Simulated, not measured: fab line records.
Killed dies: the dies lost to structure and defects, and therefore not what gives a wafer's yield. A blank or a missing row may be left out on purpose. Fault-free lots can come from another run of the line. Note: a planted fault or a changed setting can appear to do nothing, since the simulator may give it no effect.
Struck lot and sound lot, side by side	flow sky130	16 steps out of a route of 708
Sound: the wafers L353.2, L353.3, L353.4. The struck wafers were L369.4, L369.5, L369.6. The cause is named last.
At each step with rows: each side's tool, then ch and its chambers, then its first start. Under that, the readings that differ: sound wafers	struck wafers	difference of the means	sigmas: that difference in standard deviations of wafers without a fault.
alike: a reading whose means differ by less than 2 such deviations, as well as words and numbers matching on both sides. not compared: withheld readings; readings where some wafer has no value; bounds like >300 that might hide an equal value; numbers whose values overlap and for which the record gives no deviation.
A row with sigmas, a row that says differs or no value, or rows on one side alone: a step with any of these is where the two part. Non-overlapping numbers with no deviation appear without sigmas and do not part them. A reading missing from all wafers of one side parts the sides only when that side holds two or more wafers.

first, 1 step without rows for these wafers: SKY_VT_ADJUST_LVTN_IMPLANT_19.
SKY_VT_ADJUST_LVTN_STRIP_20: strips in O2/N2.
  sound on plasma_asher-04 ch 0,1, day 8 13:40; struck on plasma_asher-04 ch 0,1, day 12 12:02
  alike: drypump_motor_current_A, oes_product_au, strip_time_to_endpoint_s
  not compared: rf_hours_counter_h
SKY_VT_ADJUST_LVTN_TW_MEAS_21:
  sound on film_metro-02 at day 8 13:46; struck on film_metro-04 at day 12 12:08
  alike: VT_ADJUST_LVTN_2_TW
then, 7 steps without rows for these wafers: SKY_VT_ADJUST_NCORE_DEHYDRATE_00 (time 60 s); SKY_VT_ADJUST_NCORE_HMDS_01 (prime time 60 s); SKY_VT_ADJUST_NCORE_COAT_02 (resist thk 1140 nm); SKY_VT_ADJUST_NCORE_SOFTBAKE_03 (time 60 s); SKY_VT_ADJUST_NCORE_EXPOSE_04 (exposes mask LVTN COMPLEMENT THIN, target cd 380 nm); SKY_VT_ADJUST_NCORE_PEB_05; SKY_VT_ADJUST_NCORE_DEVELOP_06 (develop time 60 s).
SKY_VT_ADJUST_NCORE_CD_MEAS_07: the cd target is 380 nm.
  sound on cd_sem-02 at day 9 10:19; struck on cd_sem-01 at day 13 13:46
  alike: cd_nm
SKY_VT_ADJUST_NCORE_OVL_MEAS_08:
  sound on overlay-01 at day 9 10:25; struck on overlay-01 at day 13 13:50
  alike: VT_ADJUST_NCORE_OVL
SKY_VT_ADJUST_NCORE_IMPLANT_09:
  sound on implanter-03 ch 0, day 9 10:29; struck on implanter-01 ch 0, day 13 13:56
reading	sound	struck	difference	sigmas
beam_energy_keV	9.9978 9.9938 9.9971	10.006 9.9993 10.002	+0.006	+2
dose_ions_cm2	2.4032e+12 2.3992e+12 2.3988e+12	2.1846e+12 2.1799e+12 2.1813e+12	-2.1847e+11	-91
faraday_current_uA	13.42 13.49 13.65	12.46 12.36 12.65	-1.03	-4
SKY_VT_ADJUST_NCORE_STRIP_10: strips in O2/N2.
  sound on plasma_asher-01 ch 0,1, day 9 10:36; struck on plasma_asher-01 ch 0,1, day 13 14:02
  alike: drypump_motor_current_A, oes_product_au, strip_time_to_endpoint_s
  not compared: rf_hours_counter_h
SKY_VT_ADJUST_NCORE_TW_MEAS_11:
  sound on film_metro-02 at day 9 10:43; struck on film_metro-03 at day 13 14:22
reading	sound	struck	difference	sigmas
VT_ADJUST_NCORE_TW	218.5 218.1 220.9	215.6 214.0 215.8	-4.0	-4
  not compared: hold
-- record jumps: 37 days separate the struck wafers' starts on either side; left off in module VT_ADJUST_NCORE, taken up again in module PAD_OPEN, whose first shown step is the route's number 708 --
SKY_PAD_OPEN_PROBE_99:
  sound on prober-01 at day 46 14:31; struck on prober-02 at day 50 22:26
reading	sound	struck	difference	sigmas
model.etest.nfet_16v.r_on_ohm_um	1.432e+04 1.432e+04 1.452e+04	1.402e+04 1.383e+04 1.394e+04	-4.567e+02	
model.etest.pfet_g5v0d10v5.r_on_ohm_um	4764 4856 4813	4858 4938 4938	+100	
model.etest.res_pwell_under_gate.rs_ohm_sq	2307 2290 2311	2335 2341 2347	+38	
model.etest.pfet_g5v0d10v5.drive_ua_um	340.5 333.7 336	332.7 327.4 327.3	-7.6	
model.etest.pfet_g5v0d10v5.off_log10_a_um	-12.23 -12.53 -12.33	-13.25 -13.4 -13.49	-1.02	
model.etest.pfet_g5v0d10v5.vt_sat_v (V)	-0.6177 -0.6248 -0.6161	-0.7054 -0.7421 -0.7722	-0.1204	
model.etest.pfet_16v.vt_v (V)	-1.072 -1.087 -1.079	-1.202 -1.202 -1.204	-0.123	
  alike: killed_at_M0_to_M3, killed_at_M4_up, killed_at_contacts, killed_at_front_end, killed_at_other, killed_dies, killed_open, killed_short
  not compared: model.etest.nfet_16v.drive_ua_um

## WHERE THEY PART
Earliest at SKY_VT_ADJUST_NCORE_IMPLANT_09; latest, in this record, at SKY_VT_ADJUST_NCORE_TW_MEAS_11. Later steps at which nothing parts them and some readings are alike: SKY_PAD_OPEN_PROBE_99.

WHY: the cause the simulator had injected
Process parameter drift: implanter-01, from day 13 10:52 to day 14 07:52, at SKY_VT_ADJUST_NCORE_IMPLANT_09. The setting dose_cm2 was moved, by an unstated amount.
